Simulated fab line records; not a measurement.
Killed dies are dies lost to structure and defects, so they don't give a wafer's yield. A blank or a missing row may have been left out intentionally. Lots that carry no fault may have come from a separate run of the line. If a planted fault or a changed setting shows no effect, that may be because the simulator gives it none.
Check of tool commonality + flow gf180mcu + 11 lots, 33 wafers sampled

REASON IT WAS OPENED
2 of 11 lots carry a flag on the reading NSD_TW at GF_NSD_TW_MEAS_12. Wafers without a fault read 4243, standard deviation 25.
Rule: a lot is flagged in two cases, either no wafer of it has a number, or all its wafers with numbers fall more than 4 standard deviations from that mean. All remaining lots are regarded as sound.

| lot  | measured     | on            | NSD_TW, wafer by wafer | flag    |
|------|--------------|---------------|------------------------|---------|
| L587 | day 13 12:14 | film-metro-02 | 4235 4215 4231         |         |
| L588 | day 13 20:47 | film-metro-02 | 4242 4213 4232         |         |
| L594 | day 15 21:58 | film-metro-04 | 4273 4252 4249         |         |
| L598 | day 17 04:02 | film-metro-02 | 4002 4011 4021         | FLAGGED |
| L599 | day 17 13:18 | film-metro-04 | 4046 4050 4069         | FLAGGED |
| L605 | day 20 03:17 | film-metro-02 | 4225 4228 4222         |         |
| L606 | day 20 11:33 | film-metro-04 | 4280 4277 4264         |         |
| L607 | day 20 14:02 | film-metro-01 | 4229 4251 4247         |         |
| L608 | day 20 22:23 | film-metro-01 | 4214 4209 4191         |         |
| L610 | day 21 09:28 | film-metro-01 | 4261 4274 4282         |         |
| L609 | day 21 12:00 | film-metro-02 | 4251 4260 4247         |         |
On average the flagged lots' numbers are 4033, which is -210 against the usual, or -8 standard deviations.

TOOL THAT RAN EACH LOT
The record holds 3 process steps before the reading, out of a route of 602 steps. Every cell lists first the tool, next ch and the chambers used by the sampled wafers, and last the start.
| lot  | flag    | GF_HV_LDD_STRIP_22                   | GF_NSD_IMPLANT_09               | GF_NSD_STRIP_11                      |
|------|---------|--------------------------------------|---------------------------------|--------------------------------------|
| L587 |         | plasma-asher-03 ch 0,1, day 10 20:52 | implanter-02 ch 0, day 13 11:50 | plasma-asher-02 ch 0,1, day 13 12:08 |
| L588 |         | plasma-asher-03 ch 0,1, day 11 05:40 | implanter-02 ch 0, day 13 20:24 | plasma-asher-03 ch 0,1, day 13 20:41 |
| L594 |         | plasma-asher-02 ch 0,1, day 13 01:19 | implanter-03 ch 0, day 15 21:34 | plasma-asher-01 ch 0,1, day 15 21:52 |
| L598 | FLAGGED | plasma-asher-03 ch 0, day 14 06:14   | implanter-03 ch 0, day 17 03:38 | plasma-asher-01 ch 0,1, day 17 03:56 |
| L599 | FLAGGED | plasma-asher-04 ch 0,1, day 14 15:19 | implanter-03 ch 0, day 17 12:55 | plasma-asher-03 ch 0, day 17 13:11   |
| L605 |         | plasma-asher-02 ch 0,1, day 16 19:16 | implanter-01 ch 0, day 20 02:53 | plasma-asher-03 ch 0,1, day 20 03:11 |
| L606 |         | plasma-asher-02 ch 0,1, day 17 06:38 | implanter-01 ch 0, day 20 11:10 | plasma-asher-03 ch 0,1, day 20 11:26 |
| L607 |         | plasma-asher-03 ch 0,1, day 17 11:13 | implanter-03 ch 0, day 20 13:40 | plasma-asher-03 ch 0,1, day 20 13:56 |
| L608 |         | plasma-asher-02 ch 0,1, day 17 17:38 | implanter-03 ch 0, day 20 21:58 | plasma-asher-02 ch 0,1, day 20 22:17 |
| L610 |         | plasma-asher-03 ch 0,1, day 18 04:43 | implanter-02 ch 0, day 21 09:05 | plasma-asher-01 ch 0,1, day 21 09:22 |
| L609 |         | plasma-asher-03 ch 1, day 18 07:41   | implanter-01 ch 0, day 21 11:37 | plasma-asher-01 ch 0,1, day 21 11:53 |
What is done by these steps:
- GF_HV_LDD_STRIP_22: strips in O2/N2.
- GF_NSD_IMPLANT_09
- GF_NSD_STRIP_11: strips in O2/N2.
- GF_NSD_TW_MEAS_12

FLAGGED AGAINST TOTAL, ONE TOOL AT A TIME (gauges that did the reading follow at the end)
| step               | tool            | lots run | flagged | share of the flagged lots | sound lots run after its first flagged lot |
|--------------------|-----------------|----------|---------|---------------------------|--------------------------------------------|
| GF_HV_LDD_STRIP_22 | plasma-asher-02 | 4        | 0       | none                      | -                                          |
| GF_HV_LDD_STRIP_22 | plasma-asher-03 | 6        | 1       | some                      | 3 (L607,L610,L609)                         |
| GF_HV_LDD_STRIP_22 | plasma-asher-04 | 1        | 1       | some                      | 0                                          |
| GF_NSD_IMPLANT_09  | implanter-01    | 3        | 0       | none                      | -                                          |
| GF_NSD_IMPLANT_09  | implanter-02    | 3        | 0       | none                      | -                                          |
| GF_NSD_IMPLANT_09  | implanter-03    | 5        | 2       | all                       | 2 (L607,L608)                              |
| GF_NSD_STRIP_11    | plasma-asher-01 | 4        | 1       | some                      | 2 (L610,L609)                              |
| GF_NSD_STRIP_11    | plasma-asher-02 | 2        | 0       | none                      | -                                          |
| GF_NSD_STRIP_11    | plasma-asher-03 | 5        | 1       | some                      | 3 (L605,L606,L607)                         |
| GF_NSD_TW_MEAS_12  | film-metro-01   | 3        | 0       | none                      | -                                          |
| GF_NSD_TW_MEAS_12  | film-metro-02   | 5        | 1       | some                      | 2 (L605,L609)                              |
| GF_NSD_TW_MEAS_12  | film-metro-04   | 3        | 1       | some                      | 1 (L606)                                   |

WHAT THE TABLE PERMITS
In the table, 1 row covers all flagged lots: implanter-03 at GF_NSD_IMPLANT_09.
- implanter-03 at GF_NSD_IMPLANT_09 ran 5 lots, 2 of them flagged. Sound lots followed the first flagged one (L607, L608) on it, something a lasting fault affecting the whole tool could not allow. Its own readings lie more than 4 standard deviations out on every wafer of the flagged lots: beam-energy-keV.
Not one row of the table ran every flagged lot while running no sound lot after the first.

WHAT WAS PUT IN BY THE SIMULATOR
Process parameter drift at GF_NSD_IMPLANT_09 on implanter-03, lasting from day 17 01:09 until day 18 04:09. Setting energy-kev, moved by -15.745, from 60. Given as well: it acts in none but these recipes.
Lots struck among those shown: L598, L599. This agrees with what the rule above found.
